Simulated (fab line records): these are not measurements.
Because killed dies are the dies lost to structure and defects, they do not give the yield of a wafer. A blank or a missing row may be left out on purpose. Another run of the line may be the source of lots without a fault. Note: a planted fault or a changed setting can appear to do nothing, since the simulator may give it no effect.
Shared-tool check / flow sky130 / 36 wafers sampled across 12 lots

== REASON FOR OPENING ==
Of 12 lots, 3 have the reading VIA3_HDPCVD_THK flagged at SKY_VIA3_THK_MEAS_01. Wafers without a fault read 1643 nm, standard deviation 17.
Rule: a lot gets a flag if all its wafers with a number sit over 4 standard deviations from that mean, or if no wafer of it has a number. All remaining lots are regarded as sound.

lot=L853; measured=day 38 10:44; on=filmMetro-01; VIA3_HDPCVD_THK (nm), wafer by wafer=1632 1621 1626; flag=
lot=L855; measured=day 39 02:56; on=filmMetro-04; VIA3_HDPCVD_THK (nm), wafer by wafer=1646 1674 1663; flag=
lot=L856; measured=day 40 02:26; on=filmMetro-02; VIA3_HDPCVD_THK (nm), wafer by wafer=1625 1644 1617; flag=
lot=L860; measured=day 40 20:38; on=filmMetro-01; VIA3_HDPCVD_THK (nm), wafer by wafer=1363 1328 1301; flag=FLAGGED
lot=L862; measured=day 41 12:54; on=filmMetro-04; VIA3_HDPCVD_THK (nm), wafer by wafer=1322 1321 1321; flag=FLAGGED
lot=L863; measured=day 42 00:22; on=filmMetro-04; VIA3_HDPCVD_THK (nm), wafer by wafer=1653 1651 1644; flag=
lot=L865; measured=day 42 04:27; on=filmMetro-04; VIA3_HDPCVD_THK (nm), wafer by wafer=1335 1312 1314; flag=FLAGGED
lot=L868; measured=day 42 23:23; on=filmMetro-01; VIA3_HDPCVD_THK (nm), wafer by wafer=1663 1636 1676; flag=
lot=L870; measured=day 43 10:34; on=filmMetro-02; VIA3_HDPCVD_THK (nm), wafer by wafer=1646 1609 1637; flag=
lot=L873; measured=day 44 21:34; on=filmMetro-02; VIA3_HDPCVD_THK (nm), wafer by wafer=1651 1659 1624; flag=
lot=L875; measured=day 45 01:41; on=filmMetro-02; VIA3_HDPCVD_THK (nm), wafer by wafer=1647 1666 1652; flag=
lot=L874; measured=day 45 02:20; on=filmMetro-02; VIA3_HDPCVD_THK (nm), wafer by wafer=1642 1630 1619; flag=
On average the flagged lots' numbers are 1324 nm, which is -319 nm against the usual, or -19 standard deviations.

== WHICH TOOL EACH LOT WENT THROUGH ==
4 process steps preceding the reading are held in the record, out of 708 steps in the route. Every cell lists first the tool, next ch and the chambers used by the sampled wafers, and last the start.
lot=L853; flag=; SKY_METAL3_SPUTTER_01=pvdSputter-04, day 36 06:28; SKY_CAPM_CVD_00=pecvd-02 ch 0,1, day 36 06:35; SKY_METAL3_ETCH_17=rieDiel-02 ch 0,1,3, day 38 09:46; SKY_VIA3_HDPCVD_00=hdpcvd-01 ch 0,1, day 38 10:33
lot=L855; flag=; SKY_METAL3_SPUTTER_01=pvdSputter-04, day 36 20:55; SKY_CAPM_CVD_00=pecvd-04 ch 0,1,2, day 36 21:02; SKY_METAL3_ETCH_17=rieDiel-01 ch 0,1,2, day 39 01:55; SKY_VIA3_HDPCVD_00=hdpcvd-02 ch 1,2, day 39 02:46
lot=L856; flag=; SKY_METAL3_SPUTTER_01=pvdSputter-02, day 37 22:41; SKY_CAPM_CVD_00=pecvd-02 ch 0,1,2, day 37 22:49; SKY_METAL3_ETCH_17=rieDiel-01 ch 0,2,3, day 40 01:27; SKY_VIA3_HDPCVD_00=hdpcvd-01 ch 0,1,2, day 40 02:16
lot=L860; flag=FLAGGED; SKY_METAL3_SPUTTER_01=pvdSputter-04, day 38 17:35; SKY_CAPM_CVD_00=pecvd-02 ch 0,1, day 38 17:43; SKY_METAL3_ETCH_17=rieDiel-02 ch 0,2, day 40 19:41; SKY_VIA3_HDPCVD_00=hdpcvd-01 ch 0,2, day 40 20:28
lot=L862; flag=FLAGGED; SKY_METAL3_SPUTTER_01=pvdSputter-04, day 39 10:41; SKY_CAPM_CVD_00=pecvd-01 ch 0,2, day 39 10:49; SKY_METAL3_ETCH_17=rieDiel-02 ch 0,1,2, day 41 11:56; SKY_VIA3_HDPCVD_00=hdpcvd-01 ch 0,2, day 41 12:43
lot=L863; flag=; SKY_METAL3_SPUTTER_01=pvdSputter-04, day 39 22:04; SKY_CAPM_CVD_00=pecvd-02 ch 0,1,2, day 39 22:11; SKY_METAL3_ETCH_17=rieDiel-03 ch 0,2,3, day 41 23:24; SKY_VIA3_HDPCVD_00=hdpcvd-02 ch 0,1, day 42 00:11
lot=L865; flag=FLAGGED; SKY_METAL3_SPUTTER_01=pvdSputter-04, day 40 03:29; SKY_CAPM_CVD_00=pecvd-02 ch 0,1,2, day 40 03:37; SKY_METAL3_ETCH_17=rieDiel-02 ch 0,1, day 42 03:29; SKY_VIA3_HDPCVD_00=hdpcvd-01 ch 0,1, day 42 04:17
lot=L868; flag=; SKY_METAL3_SPUTTER_01=pvdSputter-03, day 40 23:07; SKY_CAPM_CVD_00=pecvd-01 ch 0,2, day 40 23:15; SKY_METAL3_ETCH_17=rieDiel-02 ch 0,2,3, day 42 22:23; SKY_VIA3_HDPCVD_00=hdpcvd-02 ch 0,1,2, day 42 23:16
lot=L870; flag=; SKY_METAL3_SPUTTER_01=pvdSputter-03, day 41 09:31; SKY_CAPM_CVD_00=pecvd-01 ch 1,2, day 41 09:38; SKY_METAL3_ETCH_17=rieDiel-02 ch 0,1, day 43 09:33; SKY_VIA3_HDPCVD_00=hdpcvd-02 ch 0,1, day 43 10:20
lot=L873; flag=; SKY_METAL3_SPUTTER_01=pvdSputter-03, day 42 22:05; SKY_CAPM_CVD_00=pecvd-04 ch 0,1,2, day 42 22:13; SKY_METAL3_ETCH_17=rieDiel-01 ch 2,3, day 44 20:37; SKY_VIA3_HDPCVD_00=hdpcvd-02 ch 0,2, day 44 21:24
lot=L875; flag=; SKY_METAL3_SPUTTER_01=pvdSputter-02, day 43 02:53; SKY_CAPM_CVD_00=pecvd-02 ch 1,2, day 43 03:01; SKY_METAL3_ETCH_17=rieDiel-01 ch 1,3, day 45 00:44; SKY_VIA3_HDPCVD_00=hdpcvd-01 ch 0,1,2, day 45 01:31
lot=L874; flag=; SKY_METAL3_SPUTTER_01=pvdSputter-02, day 43 03:38; SKY_CAPM_CVD_00=pecvd-02 ch 1,2, day 43 03:46; SKY_METAL3_ETCH_17=rieDiel-03 ch 0,1,2, day 45 01:19; SKY_VIA3_HDPCVD_00=hdpcvd-01 ch 0,1,2, day 45 02:09
What the steps here do:
- SKY_METAL3_SPUTTER_01: material TiN, target thk 20 nm, time 16.7 s.
- SKY_CAPM_CVD_00: deposits SiO2, target thk 15.5 nm.
- SKY_METAL3_ETCH_17: etches SiO2 in C4F8/O2/Ar, stops on TiN, time 3.9 s, target depth 15 nm.
- SKY_VIA3_HDPCVD_00: deposits SiO2, target thk 1635 nm, time 272.5 s.
- SKY_VIA3_THK_MEAS_01

== FLAGGED OVER TOTAL, TOOL BY TOOL (the gauges that took the reading come last) ==
step=SKY_METAL3_SPUTTER_01; tool=pvdSputter-02; lots run=3; flagged=0; share of the flagged lots=none; sound lots run after its first flagged lot=-
step=SKY_METAL3_SPUTTER_01; tool=pvdSputter-03; lots run=3; flagged=0; share of the flagged lots=none; sound lots run after its first flagged lot=-
step=SKY_METAL3_SPUTTER_01; tool=pvdSputter-04; lots run=6; flagged=3; share of the flagged lots=all; sound lots run after its first flagged lot=1 (L863)
step=SKY_CAPM_CVD_00; tool=pecvd-01; lots run=3; flagged=1; share of the flagged lots=some; sound lots run after its first flagged lot=2 (L868,L870)
step=SKY_CAPM_CVD_00; tool=pecvd-02; lots run=7; flagged=2; share of the flagged lots=some; sound lots run after its first flagged lot=3 (L863,L875,L874)
step=SKY_CAPM_CVD_00; tool=pecvd-04; lots run=2; flagged=0; share of the flagged lots=none; sound lots run after its first flagged lot=-
step=SKY_METAL3_ETCH_17; tool=rieDiel-01; lots run=4; flagged=0; share of the flagged lots=none; sound lots run after its first flagged lot=-
step=SKY_METAL3_ETCH_17; tool=rieDiel-02; lots run=6; flagged=3; share of the flagged lots=all; sound lots run after its first flagged lot=2 (L868,L870)
step=SKY_METAL3_ETCH_17; tool=rieDiel-03; lots run=2; flagged=0; share of the flagged lots=none; sound lots run after its first flagged lot=-
step=SKY_VIA3_HDPCVD_00; tool=hdpcvd-01; lots run=7; flagged=3; share of the flagged lots=all; sound lots run after its first flagged lot=2 (L875,L874)
step=SKY_VIA3_HDPCVD_00; tool=hdpcvd-02; lots run=5; flagged=0; share of the flagged lots=none; sound lots run after its first flagged lot=-
step=SKY_VIA3_THK_MEAS_01; tool=filmMetro-01; lots run=3; flagged=1; share of the flagged lots=some; sound lots run after its first flagged lot=1 (L868)
step=SKY_VIA3_THK_MEAS_01; tool=filmMetro-02; lots run=5; flagged=0; share of the flagged lots=none; sound lots run after its first flagged lot=-
step=SKY_VIA3_THK_MEAS_01; tool=filmMetro-04; lots run=4; flagged=2; share of the flagged lots=some; sound lots run after its first flagged lot=1 (L863)

== WHAT IS ALLOWED BY THE TABLE ==
3 rows of the table ran every flagged lot: pvdSputter-04 at SKY_METAL3_SPUTTER_01, rieDiel-02 at SKY_METAL3_ETCH_17, hdpcvd-01 at SKY_VIA3_HDPCVD_00.
- pvdSputter-04 at SKY_METAL3_SPUTTER_01: 3 of its 6 lots flagged. Sound lots followed the first flagged one (L863) on it, something a lasting fault affecting the whole tool could not allow.
- rieDiel-02 at SKY_METAL3_ETCH_17: 3 of its 6 lots flagged. Sound lots followed the first flagged one (L868, L870) on it, something a lasting fault affecting the whole tool could not allow.
- hdpcvd-01 at SKY_VIA3_HDPCVD_00: 3 of its 7 lots flagged. Sound lots followed the first flagged one (L875, L874) on it, something a lasting fault affecting the whole tool could not allow. Its own readings lie more than 4 standard deviations out on every wafer of the flagged lots: sih4FlowSccm.
Not one row of the table ran every flagged lot while running no sound lot after the first.

== WHAT THE SIMULATOR HAD PUT IN ==
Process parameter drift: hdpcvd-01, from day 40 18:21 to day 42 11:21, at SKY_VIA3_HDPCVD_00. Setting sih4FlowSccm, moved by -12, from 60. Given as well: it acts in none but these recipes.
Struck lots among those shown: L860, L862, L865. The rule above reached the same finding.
